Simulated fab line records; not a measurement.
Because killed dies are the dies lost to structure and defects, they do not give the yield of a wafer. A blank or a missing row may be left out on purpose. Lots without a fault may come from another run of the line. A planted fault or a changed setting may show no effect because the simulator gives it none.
Struck lot and sound lot, side by side    flow sky130    38 steps out of a route of 708
Sound: wafers L523.1, L523.2, L523.5. Struck: wafers L530.1, L530.2, L530.3. At the end, the cause is stated.
At each step with rows: each side's tool, then ch and its chambers, then its first start. Under that, the readings that differ: sound wafers    struck wafers    difference of the means    sigmas: that difference in standard deviations of wafers without a fault.
alike: same words and numbers on both sides, and readings whose means sit less than 2 such deviations apart. not compared: any withheld reading, any reading some wafer has no value for, any bound like >300 that may hide the same value, and any number with overlapping values for which the record gives no deviation.
A row with sigmas, a row that says differs or no value, or rows on one side alone: a step with any of these is where the two part. Non-overlapping numbers with no deviation appear without sigmas and do not part them. A reading missing from all wafers of one side parts the sides only when that side holds two or more wafers.

first, 9 steps without rows for these wafers: SKY_VIA3_SPUTTER_20 (material TiN, target thk 20 nm, time 80 s); SKY_VIA3_CVD_21 (deposits W, target thk 390 nm, time 117.31 s); SKY_VIA3_CMP_24 (polishes, stops on SiO2, t overpolish 20 s, target thk 0 nm); SKY_METAL4_SPUTTER_00 (material Ti, target thk 15 nm, time 10 s); SKY_METAL4_SPUTTER_01 (material TiN, target thk 20 nm, time 16.32 s); SKY_METAL4_SPUTTER_02 (material AlCu, target thk 735 nm, time 39.1 s); SKY_METAL4_SPUTTER_03 (material Ti, target thk 5 nm, time 3.3 s); SKY_METAL4_SPUTTER_04 (material TiN, target thk 70 nm, time 58.3 s); SKY_CAP2M_CVD_00 (deposits SiO2, target thk 15.5 nm).
SKY_CAP2M_SPUTTER_02: material TiN, target thk 200 nm, time 166.7 s.
  sound on pvd sputter-02, day 40 02:55; struck on pvd sputter-02, day 43 10:47
reading                                    sound              struck             difference  sigmas
model.TiN_of_CAP2M_SPUTTER_02.thk nm (nm)  200.5 197.1 200.9  176.6 177.2 173.1  -23.9       
  alike: substrate temp c, throttle valve pct
SKY_CAP2M_RS_MEAS_03: measurement is done with a four-point probe.
  sound on film metro-03, day 40 03:01; struck on film metro-01, day 43 10:54
reading                sound           struck          difference  sigmas
CAP2M_TIN_RS (ohm/sq)  6.91 7.02 6.89  7.87 7.86 8.03  +0.98       +11
SKY_CAP2M_THK_MEAS_04: measures by xrf.
  sound on film metro-03, day 40 03:08; struck on film metro-01, day 43 11:01
reading             sound              struck             difference  sigmas
CAP2M_TIN_THK (nm)  201.6 199.2 201.3  174.3 175.8 171.4  -26.9       -10
then, 7 steps without rows for these wafers: SKY_CAP2M_DEHYDRATE_05 (time 60 s); SKY_CAP2M_HMDS_06 (prime time 60 s); SKY_CAP2M_COAT_07 (resist thk 1140 nm); SKY_CAP2M_SOFTBAKE_08 (time 60 s); SKY_CAP2M_EXPOSE_09 (exposes mask CAP2M, target cd 1000 nm); SKY_CAP2M_PEB_10; SKY_CAP2M_DEVELOP_11 (develop time 60 s).
SKY_CAP2M_METAL_ETCH_13: etches TiN in Cl2/BCl3, stops on SiO2, target depth 220 nm, time 62.9 s.
  sound on rie metal-01 ch 0,1, day 41 02:26; struck on rie metal-03 ch 0,1, day 44 10:12
reading                 sound                 struck                difference  sigmas
oes product au (a.u.)   0.934 0.937 0.942     0.871 0.876 0.865     -0.067      -8
throttle valve pct (%)  21.899 21.887 21.896  21.959 21.960 21.968  +0.068      +6
  alike: drypump motor current A, he backside leak sccm
  not compared: rf hours counter h
then, 16 steps without rows for these wafers: SKY_CAP2M_STRIP_14 (strips in O2/N2); SKY_CAP2M_STRIP_15 (strips in post etch residue remover, time 1200 s); SKY_CAP2M_CLEAN_16 (cleans in IPA, time 180 s); SKY_CAP2M_CLEAN_17 (cleans in O3/DIW); SKY_METAL4_DEHYDRATE_05 (time 60 s); SKY_METAL4_HMDS_06 (prime time 60 s); SKY_METAL4_COAT_07 (resist thk 60 nm); SKY_METAL4_COAT_08 (resist thk 1140 nm); SKY_METAL4_SOFTBAKE_09 (time 90 s); SKY_METAL4_EXPOSE_10 (exposes mask MM4, target cd 300 nm); SKY_METAL4_PEB_11; SKY_METAL4_DEVELOP_12 (develop time 60 s); SKY_METAL4_DESCUM_15 (chemistry O2, time 8 s); SKY_METAL4_ETCH_16 (etches BARC in N2/H2, stops on SiO2, time 88.2 s, target depth 60 nm); SKY_METAL4_ETCH_17 (etches SiO2 in C4F8/O2/Ar, stops on TiN, time 3.9 s, target depth 15 nm); SKY_METAL4_METAL_ETCH_18 (etches the open film in Cl2/BCl3, stops on SiO2, target depth 845 nm, time 183.1 s).
SKY_METAL4_STRIP_20: strips in post etch residue remover, time 1200 s.
  sound on wet bench-03 ch 1, day 42 03:17; struck on wet bench-03 ch 3, day 45 09:23
reading                                    sound            struck             difference  sigmas
model.TiN_of_CAP2M_SPUTTER_02.thk nm (nm)  199.7 196.2 200  175.8 176.4 172.3  -23.8       
  alike: bath guard temp C
-- the record jumps here: 4 days lie between the struck wafers' starts before and after (it left off in module METAL4 and takes up again in module PAD_OPEN, whose first step shown is number 708 of the route) --
SKY_PAD_OPEN_PROBE_99:
  sound on prober-01, day 46 02:16; struck on prober-02, day 49 00:20
reading                                sound                 struck                difference  sigmas
model.etest.cap mim2.plate ohm sq      5.973 6.16 5.986      6.815 6.726 6.877     +0.766      
model.etest.cap mim2.leak log10 a cm2  -8.863 -8.963 -9.104  -8.785 -8.552 -8.607  +0.329      
  alike: defect limited yield, killed_at_M0_to_M3, killed_at_M4_up, killed at contacts, killed at front end, killed at other, killed dies, killed open, killed short, sort_bin_3_pad_short, sort_bin_5_function, sort_bin_6_memory, sort n pass, sort yield pct
  not compared: model.etest.cap mim2.bv v

WHERE THEY PART
Last at SKY_CAP2M_METAL_ETCH_13 as far as this record goes, first at SKY_CAP2M_RS_MEAS_03. Later steps at which nothing parts them and some readings are alike: SKY_METAL4_STRIP_20, SKY_PAD_OPEN_PROBE_99.

WHY: what the simulator had put in
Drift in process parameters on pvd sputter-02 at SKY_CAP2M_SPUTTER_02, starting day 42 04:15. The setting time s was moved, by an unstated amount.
